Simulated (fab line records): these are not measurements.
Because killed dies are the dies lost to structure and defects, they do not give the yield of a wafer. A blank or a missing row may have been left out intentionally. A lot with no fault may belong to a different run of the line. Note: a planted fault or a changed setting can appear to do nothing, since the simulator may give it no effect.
A struck lot beside a sound one ; flow sky130 ; 25 steps out of a route of 708
Sound: the wafers L630.1, L630.5, L630.6. Struck: wafers L624.3, L624.4, L624.6. The cause is named last.
Order at every step that has rows: each side's tool, ch and its chambers, its first start. Under that, the readings that differ: sound wafers ; struck wafers ; difference of the means ; sigmas: that difference in standard deviations of wafers without a fault.
alike: readings whose means differ by less than 2 such deviations, and words and numbers that are the same on both sides. not compared: withheld readings, readings that some wafer has no value for, bounds like >300 that may hide the same value, and numbers for which the record gives no deviation and whose values overlap.
A row with sigmas, a row that says differs or no value, or rows on one side alone: a step with any of these is where the two part. Numbers that have no deviation but don't overlap get no sigmas and don't part them. A reading missing from all wafers of one side parts the sides only when that side holds two or more wafers.

first, 9 steps without rows for these wafers: SKY_LI_CONTACT_ETCH_14 (etches BARC in N2/H2, stops on SiO2, time 45.9 s, target depth 60 nm); SKY_LI_CONTACT_ETCH_15 (etches PSG in C4F8/O2/Ar, stops on Si, target depth 600 nm); SKY_LI_CONTACT_STRIP_16 (strips in O2/N2); SKY_LI_CONTACT_CLEAN_17 (cleans in NMP, time 600 s); SKY_LI_CONTACT_PRE_CLEAN_18 (time 5.6 s); SKY_LI_CONTACT_SPUTTER_19 (material Ti, target thk 20 nm, time 106.37 s); SKY_LI_CONTACT_SPUTTER_20 (material TiN, target thk 20 nm, time 80 s); SKY_LI_CONTACT_CVD_21 (deposits W, target thk 400 nm, time 120.56 s); SKY_LI_CONTACT_CMP_24 (polishes, stops on PSG, t overpolish 20 s, target thk 0 nm).
SKY_LOCAL_INTERCONNECT_SPUTTER_00: material TiN, target thk 100 nm, time 83.3 s.
  struck on pvd-sputter-04, day 34 18:41; sound on pvd-sputter-01, day 36 15:26
reading;sound;struck;difference;sigmas
model.TiN_of_LOCAL_INTERCONNECT_SPUTTER_00.thk-nm (nm);98.85 98.68 98.39;116.1 115.8 117.2;+17.7;
  alike: cathode-dc-power-W, throttle-valve-pct
SKY_LOCAL_INTERCONNECT_RS_MEAS_01: the measuring method here is four-point-probe.
  struck on film-metro-04, day 34 19:04; sound on film-metro-04, day 36 15:29
reading;sound;struck;difference;sigmas
LOCAL_INTERCONNECT_TIN_RS (ohm/sq);14.28 14.34 14.34;12.09 12.10 11.96;-2.27;-11
  not compared: hold
SKY_LOCAL_INTERCONNECT_THK_MEAS_02: measures by xrf.
  struck on film-metro-04, day 34 22:32; sound on film-metro-04, day 36 15:37
reading;sound;struck;difference;sigmas
LOCAL_INTERCONNECT_TIN_THK (nm);99.4 98.8 98.8;116.8 116.7 118.1;+18.2;+13
  not compared: hold
then, 8 steps without rows for these wafers: SKY_LOCAL_INTERCONNECT_HMDS_04 (prime time 60 s); SKY_LOCAL_INTERCONNECT_COAT_05 (resist thk 61.05 nm); SKY_LOCAL_INTERCONNECT_COAT_06 (resist thk 450 nm); SKY_LOCAL_INTERCONNECT_SOFTBAKE_07 (time 90 s); SKY_LOCAL_INTERCONNECT_EXPOSE_08 (exposes mask LI1M, target cd 170 nm); SKY_LOCAL_INTERCONNECT_PEB_09; SKY_LOCAL_INTERCONNECT_DEVELOP_10 (develop time 60 s); SKY_LOCAL_INTERCONNECT_ETCH_13 (etches BARC in N2/H2, stops on SiO2, time 45.9 s, target depth 60 nm).
SKY_LOCAL_INTERCONNECT_METAL_ETCH_14: etches TiN in Cl2/BCl3, stops on PSG, target depth 110 nm, time 31.4 s.
  sound on rie-metal-01 ch 0,1, day 37 17:56; struck on rie-metal-03 ch 0,1, day 35 21:00
reading;sound;struck;difference;sigmas
oes-product-au (a.u.);0.933 0.931 0.938;1.013 1.000 0.997;+0.069;+8
throttle-valve-pct (%);21.901 21.903 21.913;21.859 21.868 21.855;-0.045;-4
  alike: drypump-motor-current-A, rf-fwd-power-W
  not compared: rf-hours-counter-h
then, 1 step without rows for these wafers: SKY_LOCAL_INTERCONNECT_STRIP_15 (strips in O2/N2).
SKY_LOCAL_INTERCONNECT_STRIP_16: strips in post etch residue remover, time 1200 s.
  sound on wet-bench-03 ch 1, day 37 18:05; struck on wet-bench-03 ch 2, day 35 21:08
reading;sound;struck;difference;sigmas
model.TiN_of_LOCAL_INTERCONNECT_SPUTTER_00.thk-nm (nm);98.42 98.25 97.96;115.7 115.4 116.8;+17.8;
  alike: bath-guard-temp-C
then, 1 step without rows for these wafers: SKY_LOCAL_INTERCONNECT_CLEAN_17 (cleans in IPA, time 180 s).
-- here the record skips 14 days between the struck wafers' starts before and after, leaving off in module LOCAL_INTERCONNECT and picking up in module PAD_OPEN (first step shown: number 708 of the route) --
SKY_PAD_OPEN_PROBE_99:
  struck on prober-01, day 49 17:23; sound on prober-01, day 50 21:05
reading;sound;struck;difference;sigmas
hold;- - -;await-dispo/3.9h/scrap await-dispo/3.9h/scrap await-dispo/3.9h/scrap;no value on the sound wafers;
killed-at-contacts;16 25 22;274 435 437;+361;+78
killed-dies;88 103 95;337 483 491;+342;+35
killed-on-rim;18 17 18;36 93 96;+57;+16
killed-short;50 42 57;39 36 31;-14;-2
  alike: killed_at_M0_to_M3, killed_at_M4_up, killed-at-front-end, killed-at-other, killed-open

## WHERE THEY PART
First at SKY_LOCAL_INTERCONNECT_RS_MEAS_01; last, within this record, at SKY_PAD_OPEN_PROBE_99.

WHY: what had been put in by the simulator
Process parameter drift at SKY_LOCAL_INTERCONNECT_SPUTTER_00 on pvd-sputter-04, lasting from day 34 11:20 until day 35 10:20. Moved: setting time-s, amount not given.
